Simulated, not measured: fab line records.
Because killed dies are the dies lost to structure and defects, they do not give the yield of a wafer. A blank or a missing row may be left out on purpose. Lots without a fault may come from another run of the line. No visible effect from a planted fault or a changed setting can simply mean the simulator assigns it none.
fab line records / flow sfq-line
record: lots: 6 wafers: 18 last-day: 91
route steps=325 shown L0@10 L0V@16
lots that met no fault: from a run of the same line without faults
start-h: hours from the record's first day to the start of the lot's first wafer shown / wait-h: hours from the lot's prior step to this one / " repeats the value in the row above / L1.1+2: several wafers, shown together as one row / - no value, or no start was given / * or withheld: withheld / < > ~ a bound
route shown NAME@n: NAME is a module with steps in the file, n the number in the route of the first one / usual: mean and standard deviation over wafers with no fault / same: alike in all rows / chamber/n: place in a boat / sites: per-site readings / _std_site: standard deviation of those values / _edge_site: the outer-site mean with the inner-site mean subtracted / radius-mm: for every site, how far away it sits from the centre of the wafer / mask NAME#n: copy n / behind: tool/chamber where the wafer was last shaped / hold: the reason the lot was held/the length of the hold in hours/how it ended / device: transistor that didn't switch, given as n, p or np / end of line: tests of these same wafers at the route's end / where a step has no rows: the recipe by itself / killed: dies that structure and defects cost at the first sort, which is not the same as the wafer's yield / map: shows each die of a wafer: x if killed, . if not, _ if none is there
set.NAME: the setting as run; set.NAME@STEP: as run at that earlier step / model.NAME: the simulator's own value behind a step, which no gauge read
lots at some steps of the route; a table a step, a row a wafer
services: a tool's chamber out of use, with start hour (start-h, from the record's first day; less than 0 if before it), hours out, and reason
== steps ==
step: SFQ_TRILAYER_L0_LITHO_PEB_008
recipe: peb-temp-c: 115 peb-time-s: 60 resist: KrF
step: SFQ_TRILAYER_L0_LITHO_DEVELOP_007
recipe: time-s: 60 resist: KrF
step: SFQ_TRILAYER_L0_BARC_OPEN_METAL_ETCH_010
recipe: mask-material: PR chemistry: O2 target-depth-nm: 125 target: BARC icp-w: 600 bias-w: 80 pressure-mtorr: 10 time-s: 40.12
usual: drypump-motor-current-A: 6.0/0.5 oes-product-au: 0.697/0.0051
lot.wafer=L987.2 tool=rie-metal-04 chamber=1 start-h=119.24 wait-h=0.1 drypump-motor-current-A=6.2 oes-product-au=0.703 rf-hours-counter-h=123
lot.wafer=L987.3 tool=rie-metal-04 chamber=1 start-h=119.24 wait-h=0.1 drypump-motor-current-A=6.2 oes-product-au=0.702 rf-hours-counter-h=-
lot.wafer=L987.5 tool=rie-metal-04 chamber=1 start-h=119.24 wait-h=0.1 drypump-motor-current-A=6.2 oes-product-au=0.695 rf-hours-counter-h=-
lot.wafer=L994.1 tool=rie-metal-02 chamber=1 start-h=149.29 wait-h=0.1 drypump-motor-current-A=5.1 oes-product-au=0.692 rf-hours-counter-h=185
lot.wafer=L994.3 tool=rie-metal-02 chamber=0 start-h=149.29 wait-h=0.1 drypump-motor-current-A=6.3 oes-product-au=0.699 rf-hours-counter-h=-
lot.wafer=L994.5 tool=rie-metal-02 chamber=1 start-h=149.29 wait-h=0.1 drypump-motor-current-A=5.1 oes-product-au=0.699 rf-hours-counter-h=-
lot.wafer=L995.1 tool=rie-metal-01 chamber=1 start-h=155.29 wait-h=0.1 drypump-motor-current-A=6.6 oes-product-au=0.693 rf-hours-counter-h=9
lot.wafer=L995.2 tool=rie-metal-01 chamber=0 start-h=155.29 wait-h=0.1 drypump-motor-current-A=5.5 oes-product-au=0.688 rf-hours-counter-h=123
lot.wafer=L995.4 tool=rie-metal-01 chamber=1 start-h=155.29 wait-h=0.1 drypump-motor-current-A=6.6 oes-product-au=0.706 rf-hours-counter-h=-
lot.wafer=L996.2 tool=rie-metal-04 chamber=1 start-h=162.49 wait-h=0.1 drypump-motor-current-A=6.3 oes-product-au=0.697 rf-hours-counter-h=130
lot.wafer=L996.5 tool=rie-metal-04 chamber=0 start-h=162.49 wait-h=0.1 drypump-motor-current-A=6.1 oes-product-au=0.697 rf-hours-counter-h=-
lot.wafer=L996.6 tool=rie-metal-04 chamber=1 start-h=162.49 wait-h=0.1 drypump-motor-current-A=6.2 oes-product-au=0.698 rf-hours-counter-h=-
lot.wafer=L101.3 tool=rie-metal-01 chamber=1 start-h=191.81 wait-h=0.1 drypump-motor-current-A=6.6 oes-product-au=0.696 rf-hours-counter-h=-
lot.wafer=L101.5 tool=rie-metal-01 chamber=0 start-h=191.81 wait-h=0.1 drypump-motor-current-A=5.5 oes-product-au=0.692 rf-hours-counter-h=-
lot.wafer=L101.6 tool=rie-metal-01 chamber=1 start-h=191.81 wait-h=0.1 drypump-motor-current-A=6.6 oes-product-au=0.692 rf-hours-counter-h=-
lot.wafer=L103.1 tool=rie-metal-04 chamber=0 start-h=208.59 wait-h=0.1 drypump-motor-current-A=6.2 oes-product-au=0.710 rf-hours-counter-h=27
lot.wafer=L103.3 tool=rie-metal-04 chamber=0 start-h=208.59 wait-h=0.1 drypump-motor-current-A=6.2 oes-product-au=0.697 rf-hours-counter-h=-
lot.wafer=L103.5 tool=rie-metal-04 chamber=1 start-h=208.59 wait-h=0.1 drypump-motor-current-A=6.2 oes-product-au=0.695 rf-hours-counter-h=-
step: SFQ_TRILAYER_L0_ETCH_METAL_ETCH_008
recipe: target: MoNx_KI stop-on: SiO2 mask-material: PR chemistry: SF6/O2 target-depth-nm: 50 icp-w: 600 bias-w: 80 pressure-mtorr: 10 time-s: 25
usual: drypump-motor-current-A: 6.0/0.5 oes-product-au: 0.876/0.007
lot.wafer=L987.2 tool=rie-metal-04 chamber=1 start-h=119.30 wait-h=0.0 drypump-motor-current-A=6.2 oes-product-au=0.864 rf-hours-counter-h=124
lot.wafer=L987.3 tool=rie-metal-04 chamber=1 start-h=119.30 wait-h=0.0 drypump-motor-current-A=6.2 oes-product-au=0.887 rf-hours-counter-h=-
lot.wafer=L987.5 tool=rie-metal-04 chamber=1 start-h=119.30 wait-h=0.0 drypump-motor-current-A=6.2 oes-product-au=0.879 rf-hours-counter-h=-
lot.wafer=L994.1 tool=rie-metal-02 chamber=1 start-h=149.35 wait-h=0.0 drypump-motor-current-A=5.1 oes-product-au=0.870 rf-hours-counter-h=185
lot.wafer=L994.3 tool=rie-metal-02 chamber=0 start-h=149.35 wait-h=0.0 drypump-motor-current-A=6.3 oes-product-au=0.873 rf-hours-counter-h=-
lot.wafer=L994.5 tool=rie-metal-02 chamber=1 start-h=149.35 wait-h=0.0 drypump-motor-current-A=5.1 oes-product-au=0.877 rf-hours-counter-h=-
lot.wafer=L995.1 tool=rie-metal-01 chamber=1 start-h=155.35 wait-h=0.0 drypump-motor-current-A=6.6 oes-product-au=0.876 rf-hours-counter-h=9
lot.wafer=L995.2 tool=rie-metal-01 chamber=0 start-h=155.35 wait-h=0.0 drypump-motor-current-A=5.5 oes-product-au=0.876 rf-hours-counter-h=123
lot.wafer=L995.4 tool=rie-metal-01 chamber=1 start-h=155.35 wait-h=0.0 drypump-motor-current-A=6.6 oes-product-au=0.874 rf-hours-counter-h=-
lot.wafer=L996.2 tool=rie-metal-04 chamber=1 start-h=162.55 wait-h=0.0 drypump-motor-current-A=6.2 oes-product-au=0.880 rf-hours-counter-h=130
lot.wafer=L996.5 tool=rie-metal-04 chamber=0 start-h=162.55 wait-h=0.0 drypump-motor-current-A=6.2 oes-product-au=0.871 rf-hours-counter-h=-
lot.wafer=L996.6 tool=rie-metal-04 chamber=1 start-h=162.55 wait-h=0.0 drypump-motor-current-A=6.2 oes-product-au=0.881 rf-hours-counter-h=-
lot.wafer=L101.3 tool=rie-metal-01 chamber=1 start-h=191.86 wait-h=0.0 drypump-motor-current-A=6.5 oes-product-au=0.872 rf-hours-counter-h=-
lot.wafer=L101.5 tool=rie-metal-01 chamber=0 start-h=191.86 wait-h=0.0 drypump-motor-current-A=5.5 oes-product-au=0.875 rf-hours-counter-h=-
lot.wafer=L101.6 tool=rie-metal-01 chamber=1 start-h=191.86 wait-h=0.0 drypump-motor-current-A=6.6 oes-product-au=0.860 rf-hours-counter-h=-
lot.wafer=L103.1 tool=rie-metal-04 chamber=0 start-h=208.65 wait-h=0.0 drypump-motor-current-A=6.1 oes-product-au=0.864 rf-hours-counter-h=27
lot.wafer=L103.3 tool=rie-metal-04 chamber=0 start-h=208.65 wait-h=0.0 drypump-motor-current-A=6.2 oes-product-au=0.871 rf-hours-counter-h=-
lot.wafer=L103.5 tool=rie-metal-04 chamber=1 start-h=208.65 wait-h=0.0 drypump-motor-current-A=6.3 oes-product-au=0.873 rf-hours-counter-h=-
step: SFQ_TRILAYER_L0_STRIP_STRIP_009
recipe: gas: O2 power-w: 200 platen-temp-c: 40 overash-fraction: 0.65 chemistry: O2 pressure-mtorr: 50
usual: drypump-motor-current-A: 6.0/0.5 oes-product-au: 1.002/0.0097
same: overash-fraction: 0.65
lot.wafer=L987.2 tool=rie-metal-04 chamber=1 start-h=119.35 wait-h=0.0 drypump-motor-current-A=6.2 oes-product-au=1.015 rf-hours-counter-h=124
lot.wafer=L987.3 tool=rie-metal-04 chamber=1 start-h=119.35 wait-h=0.0 drypump-motor-current-A=6.2 oes-product-au=1.008 rf-hours-counter-h=-
lot.wafer=L987.5 tool=rie-metal-04 chamber=1 start-h=119.35 wait-h=0.0 drypump-motor-current-A=6.2 oes-product-au=1.010 rf-hours-counter-h=-
lot.wafer=L994.1 tool=rie-metal-02 chamber=1 start-h=149.39 wait-h=0.0 drypump-motor-current-A=5.1 oes-product-au=0.999 rf-hours-counter-h=185
lot.wafer=L994.3 tool=rie-metal-02 chamber=0 start-h=149.39 wait-h=0.0 drypump-motor-current-A=6.3 oes-product-au=0.996 rf-hours-counter-h=-
lot.wafer=L994.5 tool=rie-metal-02 chamber=1 start-h=149.39 wait-h=0.0 drypump-motor-current-A=5.1 oes-product-au=1.002 rf-hours-counter-h=-
lot.wafer=L995.1 tool=rie-metal-01 chamber=1 start-h=155.39 wait-h=0.0 drypump-motor-current-A=6.6 oes-product-au=0.996 rf-hours-counter-h=9
lot.wafer=L995.2 tool=rie-metal-01 chamber=0 start-h=155.39 wait-h=0.0 drypump-motor-current-A=5.5 oes-product-au=0.987 rf-hours-counter-h=123
lot.wafer=L995.4 tool=rie-metal-01 chamber=1 start-h=155.39 wait-h=0.0 drypump-motor-current-A=6.6 oes-product-au=0.979 rf-hours-counter-h=-
lot.wafer=L996.2 tool=rie-metal-04 chamber=1 start-h=162.59 wait-h=0.0 drypump-motor-current-A=6.2 oes-product-au=1.014 rf-hours-counter-h=130
lot.wafer=L996.5 tool=rie-metal-04 chamber=0 start-h=162.59 wait-h=0.0 drypump-motor-current-A=6.2 oes-product-au=1.001 rf-hours-counter-h=-
lot.wafer=L996.6 tool=rie-metal-04 chamber=1 start-h=162.59 wait-h=0.0 drypump-motor-current-A=6.2 oes-product-au=1.013 rf-hours-counter-h=-
lot.wafer=L101.3 tool=rie-metal-01 chamber=1 start-h=192.09 wait-h=0.2 drypump-motor-current-A=6.6 oes-product-au=0.994 rf-hours-counter-h=-
lot.wafer=L101.5 tool=rie-metal-01 chamber=0 start-h=192.09 wait-h=0.2 drypump-motor-current-A=5.5 oes-product-au=0.985 rf-hours-counter-h=-
lot.wafer=L101.6 tool=rie-metal-01 chamber=1 start-h=192.09 wait-h=0.2 drypump-motor-current-A=6.5 oes-product-au=0.997 rf-hours-counter-h=-
lot.wafer=L103.1 tool=rie-metal-04 chamber=0 start-h=208.69 wait-h=0.0 drypump-motor-current-A=6.2 oes-product-au=1.005 rf-hours-counter-h=27
lot.wafer=L103.3 tool=rie-metal-04 chamber=0 start-h=208.69 wait-h=0.0 drypump-motor-current-A=6.2 oes-product-au=1.021 rf-hours-counter-h=-
lot.wafer=L103.5 tool=rie-metal-04 chamber=1 start-h=208.69 wait-h=0.0 drypump-motor-current-A=6.2 oes-product-au=1.022 rf-hours-counter-h=-
step: SFQ_TRILAYER_L0_STRIP_SOLV_CLEAN_010
recipe: chemistry: NMP temp-c: 70 time-s: 600
step: SFQ_TRILAYER_L0_CAP_PECVD_011
recipe: material: SiO2 temp-c: 150 time-s: 13.333 pressure-torr: 2.4 rf-w: 183.3 precursor: SiH4/N2O target-thk-nm: 60
usual: heater-power-w: 84/8.4 throttle-valve-pct: 25.3/1.4
lot.wafer=L987.2 tool=pecvd-02 chamber=2 start-h=120.12 wait-h=0.0 heater-power-w=86 throttle-valve-pct=23.9
lot.wafer=L987.3 tool=pecvd-02 chamber=1 start-h=120.12 wait-h=0.0 heater-power-w=80 throttle-valve-pct=25.7
lot.wafer=L987.5 tool=pecvd-02 chamber=1 start-h=120.12 wait-h=0.0 heater-power-w=79 throttle-valve-pct=25.5
lot.wafer=L994.1 tool=pecvd-02 chamber=1 start-h=150.17 wait-h=0.0 heater-power-w=82 throttle-valve-pct=25.6
lot.wafer=L994.3 tool=pecvd-02 chamber=2 start-h=150.17 wait-h=0.0 heater-power-w=75 throttle-valve-pct=23.7
lot.wafer=L994.5 tool=pecvd-02 chamber=0 start-h=150.17 wait-h=0.0 heater-power-w=82 throttle-valve-pct=23.8
lot.wafer=L995.1 tool=pecvd-04 chamber=1 start-h=156.18 wait-h=0.0 heater-power-w=76 throttle-valve-pct=24.3
lot.wafer=L995.2 tool=pecvd-04 chamber=0 start-h=156.18 wait-h=0.0 heater-power-w=67 throttle-valve-pct=28.3
lot.wafer=L995.4 tool=pecvd-04 chamber=0 start-h=156.18 wait-h=0.0 heater-power-w=67 throttle-valve-pct=28.5
lot.wafer=L996.2 tool=pecvd-01 chamber=0 start-h=163.37 wait-h=0.0 heater-power-w=94 throttle-valve-pct=25.5
lot.wafer=L996.5 tool=pecvd-01 chamber=0 start-h=163.37 wait-h=0.0 heater-power-w=96 throttle-valve-pct=25.6
lot.wafer=L996.6 tool=pecvd-01 chamber=1 start-h=163.37 wait-h=0.0 heater-power-w=95 throttle-valve-pct=24.6
lot.wafer=L101.3 tool=pecvd-04 chamber=0 start-h=192.67 wait-h=0.0 heater-power-w=72 throttle-valve-pct=28.3
lot.wafer=L101.5 tool=pecvd-04 chamber=1 start-h=192.67 wait-h=0.0 heater-power-w=84 throttle-valve-pct=24.3
lot.wafer=L101.6 tool=pecvd-04 chamber=2 start-h=192.67 wait-h=0.0 heater-power-w=90 throttle-valve-pct=24.3
lot.wafer=L103.1 tool=pecvd-01 chamber=1 start-h=209.64 wait-h=0.0 heater-power-w=92 throttle-valve-pct=24.7
lot.wafer=L103.3 tool=pecvd-01 chamber=2 start-h=209.64 wait-h=0.0 heater-power-w=85 throttle-valve-pct=25.4
lot.wafer=L103.5 tool=pecvd-01 chamber=2 start-h=209.64 wait-h=0.0 heater-power-w=87 throttle-valve-pct=25.5
step: SFQ_TRILAYER_L0_VIA_LITHO_COAT_018
recipe: resist: BARC spin-rpm: 3000 resist-thk-nm: 62
step: SFQ_TRILAYER_L0_VIA_LITHO_COAT_013
recipe: resist: KrF spin-rpm: 3000 resist-thk-nm: 650
step: SFQ_TRILAYER_L0_VIA_LITHO_SOFTBAKE_017
recipe: temp-c: withheld time-s: withheld resist: KrF
step: SFQ_TRILAYER_L0_VIA_LITHO_EXPOSE_014
recipe: mask-id: L0V na: 0.6 source-shape: conventional sigma-outer: 0.65 target-cd-nm: 700 dose-mj: 21.3
step: SFQ_TRILAYER_L0_VIA_LITHO_PEB_016
recipe: peb-temp-c: 116 peb-time-s: 60 resist: KrF
step: SFQ_TRILAYER_L0_VIA_LITHO_DEVELOP_015
recipe: time-s: 60 resist: KrF
usual: chill-plate-temp-C: 22.99/0.12 exhaust-pa: 45.1/0.85
lot.wafer=L987.2 tool=litho-track-03 chamber=0 start-h=219.39 wait-h=0.1 chill-plate-temp-C=23.01 exhaust-pa=45.0 model.KrF_of_TRILAYER_L0_VIA_LITHO_COAT_013.thk-nm=626.1
lot.wafer=L987.3 tool=litho-track-03 chamber=0 start-h=219.39 wait-h=0.1 chill-plate-temp-C=22.92 exhaust-pa=44.4 model.KrF_of_TRILAYER_L0_VIA_LITHO_COAT_013.thk-nm=625
lot.wafer=L987.5 tool=litho-track-03 chamber=0 start-h=219.39 wait-h=0.1 chill-plate-temp-C=22.72 exhaust-pa=44.4 model.KrF_of_TRILAYER_L0_VIA_LITHO_COAT_013.thk-nm=623.4
lot.wafer=L994.1 tool=litho-track-01 chamber=- start-h=250.69 wait-h=0.1 chill-plate-temp-C=- exhaust-pa=- model.KrF_of_TRILAYER_L0_VIA_LITHO_COAT_013.thk-nm=647.4
lot.wafer=L994.3 tool=litho-track-01 chamber=- start-h=250.69 wait-h=0.1 chill-plate-temp-C=- exhaust-pa=- model.KrF_of_TRILAYER_L0_VIA_LITHO_COAT_013.thk-nm=647.9
lot.wafer=L994.5 tool=litho-track-01 chamber=- start-h=250.69 wait-h=0.1 chill-plate-temp-C=- exhaust-pa=- model.KrF_of_TRILAYER_L0_VIA_LITHO_COAT_013.thk-nm=646.8
lot.wafer=L995.1 tool=litho-track-02 chamber=- start-h=257.89 wait-h=0.1 chill-plate-temp-C=- exhaust-pa=- model.KrF_of_TRILAYER_L0_VIA_LITHO_COAT_013.thk-nm=650.1
lot.wafer=L995.2 tool=litho-track-02 chamber=- start-h=257.89 wait-h=0.1 chill-plate-temp-C=- exhaust-pa=- model.KrF_of_TRILAYER_L0_VIA_LITHO_COAT_013.thk-nm=649.6
lot.wafer=L995.4 tool=litho-track-02 chamber=- start-h=257.89 wait-h=0.1 chill-plate-temp-C=- exhaust-pa=- model.KrF_of_TRILAYER_L0_VIA_LITHO_COAT_013.thk-nm=651.1
lot.wafer=L996.2 tool=litho-track-02 chamber=0 start-h=268.84 wait-h=0.1 chill-plate-temp-C=22.68 exhaust-pa=45.0 model.KrF_of_TRILAYER_L0_VIA_LITHO_COAT_013.thk-nm=620.2
lot.wafer=L996.5 tool=litho-track-02 chamber=0 start-h=268.84 wait-h=0.1 chill-plate-temp-C=22.79 exhaust-pa=43.8 model.KrF_of_TRILAYER_L0_VIA_LITHO_COAT_013.thk-nm=622.9
lot.wafer=L996.6 tool=litho-track-02 chamber=0 start-h=268.84 wait-h=0.1 chill-plate-temp-C=22.87 exhaust-pa=44.6 model.KrF_of_TRILAYER_L0_VIA_LITHO_COAT_013.thk-nm=623.6
lot.wafer=L101.3 tool=litho-track-03 chamber=0 start-h=304.86 wait-h=0.1 chill-plate-temp-C=23.01 exhaust-pa=44.5 model.KrF_of_TRILAYER_L0_VIA_LITHO_COAT_013.thk-nm=624.6
lot.wafer=L101.5 tool=litho-track-03 chamber=0 start-h=304.86 wait-h=0.1 chill-plate-temp-C=23.08 exhaust-pa=44.3 model.KrF_of_TRILAYER_L0_VIA_LITHO_COAT_013.thk-nm=625.6
lot.wafer=L101.6 tool=litho-track-03 chamber=0 start-h=304.86 wait-h=0.1 chill-plate-temp-C=22.98 exhaust-pa=46.6 model.KrF_of_TRILAYER_L0_VIA_LITHO_COAT_013.thk-nm=623.6
lot.wafer=L103.1 tool=litho-track-01 chamber=0 start-h=330.14 wait-h=0.1 chill-plate-temp-C=23.10 exhaust-pa=44.7 model.KrF_of_TRILAYER_L0_VIA_LITHO_COAT_013.thk-nm=623.7
lot.wafer=L103.3 tool=litho-track-01 chamber=0 start-h=330.14 wait-h=0.1 chill-plate-temp-C=22.95 exhaust-pa=45.6 model.KrF_of_TRILAYER_L0_VIA_LITHO_COAT_013.thk-nm=623.5
lot.wafer=L103.5 tool=litho-track-01 chamber=0 start-h=330.14 wait-h=0.1 chill-plate-temp-C=23.02 exhaust-pa=45.0 model.KrF_of_TRILAYER_L0_VIA_LITHO_COAT_013.thk-nm=623.7
step: SFQ_L0V_OVL_MEAS_903
usual: L0V_OVL: -2/5.1
lot.wafer=L987.2 tool=overlay-02 chamber=- start-h=219.52 wait-h=0.1 L0V_OVL[nm]=-1
lot.wafer=L987.3 tool=overlay-02 chamber=- start-h=219.52 wait-h=0.1 L0V_OVL[nm]=6
lot.wafer=L987.5 tool=overlay-02 chamber=- start-h=219.52 wait-h=0.1 L0V_OVL[nm]=4
lot.wafer=L994.1 tool=overlay-02 chamber=- start-h=250.84 wait-h=0.1 L0V_OVL[nm]=-
lot.wafer=L994.3 tool=overlay-02 chamber=- start-h=250.84 wait-h=0.1 L0V_OVL[nm]=-
lot.wafer=L994.5 tool=overlay-02 chamber=- start-h=250.84 wait-h=0.1 L0V_OVL[nm]=-
lot.wafer=L995.1 tool=overlay-02 chamber=- start-h=258.04 wait-h=0.1 L0V_OVL[nm]=-
lot.wafer=L995.2 tool=overlay-02 chamber=- start-h=258.04 wait-h=0.1 L0V_OVL[nm]=-
lot.wafer=L995.4 tool=overlay-02 chamber=- start-h=258.04 wait-h=0.1 L0V_OVL[nm]=-
lot.wafer=L996.2 tool=overlay-01 chamber=- start-h=268.97 wait-h=0.1 L0V_OVL[nm]=9
lot.wafer=L996.5 tool=overlay-01 chamber=- start-h=268.97 wait-h=0.1 L0V_OVL[nm]=1
lot.wafer=L996.6 tool=overlay-01 chamber=- start-h=268.97 wait-h=0.1 L0V_OVL[nm]=0
lot.wafer=L101.3 tool=overlay-02 chamber=- start-h=304.97 wait-h=0.1 L0V_OVL[nm]=7
lot.wafer=L101.5 tool=overlay-02 chamber=- start-h=304.97 wait-h=0.1 L0V_OVL[nm]=6
lot.wafer=L101.6 tool=overlay-02 chamber=- start-h=304.97 wait-h=0.1 L0V_OVL[nm]=4
lot.wafer=L103.1 tool=overlay-02 chamber=- start-h=330.29 wait-h=0.1 L0V_OVL[nm]=-10
lot.wafer=L103.3 tool=overlay-02 chamber=- start-h=330.29 wait-h=0.1 L0V_OVL[nm]=-9
lot.wafer=L103.5 tool=overlay-02 chamber=- start-h=330.29 wait-h=0.1 L0V_OVL[nm]=-8
== services ==
tool=pecvd-01 chamber=- start-h=104.75 hours=2.0 kind=repair
tool=rie-metal-02 chamber=- start-h=109.59 hours=1.4 kind=pm
tool=pecvd-04 chamber=- start-h=113.31 hours=2.8 kind=pm
tool=pecvd-02 chamber=1 start-h=155.26 hours=21.3 kind=repair
tool=pecvd-04 chamber=- start-h=169.54 hours=1.3 kind=repair
tool=pecvd-01 chamber=- start-h=206.92 hours=0.3 kind=repair
tool=rie-metal-02 chamber=1 start-h=216.35 hours=- kind=clean
tool=rie-metal-02 chamber=1 start-h=216.35 hours=18.2 kind=scheduled-down
tool=rie-metal-02 chamber=1 start-h=216.35 hours=18.2 kind=vent-cycle
tool=pecvd-01 chamber=- start-h=219.28 hours=0.6 kind=repair
tool=rie-metal-02 chamber=1 start-h=248.22 hours=7.3 kind=repair
tool=pecvd-02 chamber=0 start-h=258.75 hours=6.6 kind=repair
tool=pecvd-02 chamber=- start-h=287.26 hours=14.6 kind=pm
tool=rie-metal-01 chamber=- start-h=287.88 hours=2.8 kind=pm
tool=pecvd-01 chamber=- start-h=309.10 hours=0.7 kind=repair
== key ==
first-sign: step: SFQ_TRILAYER_L0_VIA_LITHO_DEVELOP_015 reading: tool-record direction: missing
effect none on later readings
model-effect: step: SFQ_TRILAYER_L0_VIA_LITHO_DEVELOP_015 value: KrF_of_TRILAYER_L0_VIA_LITHO_COAT_013.thk-nm without: 623.4 struck: 648.8
met-at SFQ_TRILAYER_L0_VIA_LITHO_DEVELOP_015
struck-wafers L994.1,L994.3,L994.5,L995.1,L995.2,L995.4
fault: kind: skipped-step-whole tool: litho-track-01,litho-track-02 chamber: - onset-h: 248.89 steps: SFQ_TRILAYER_L0_VIA_LITHO_DEVELOP_015 scope: struck-lots-only
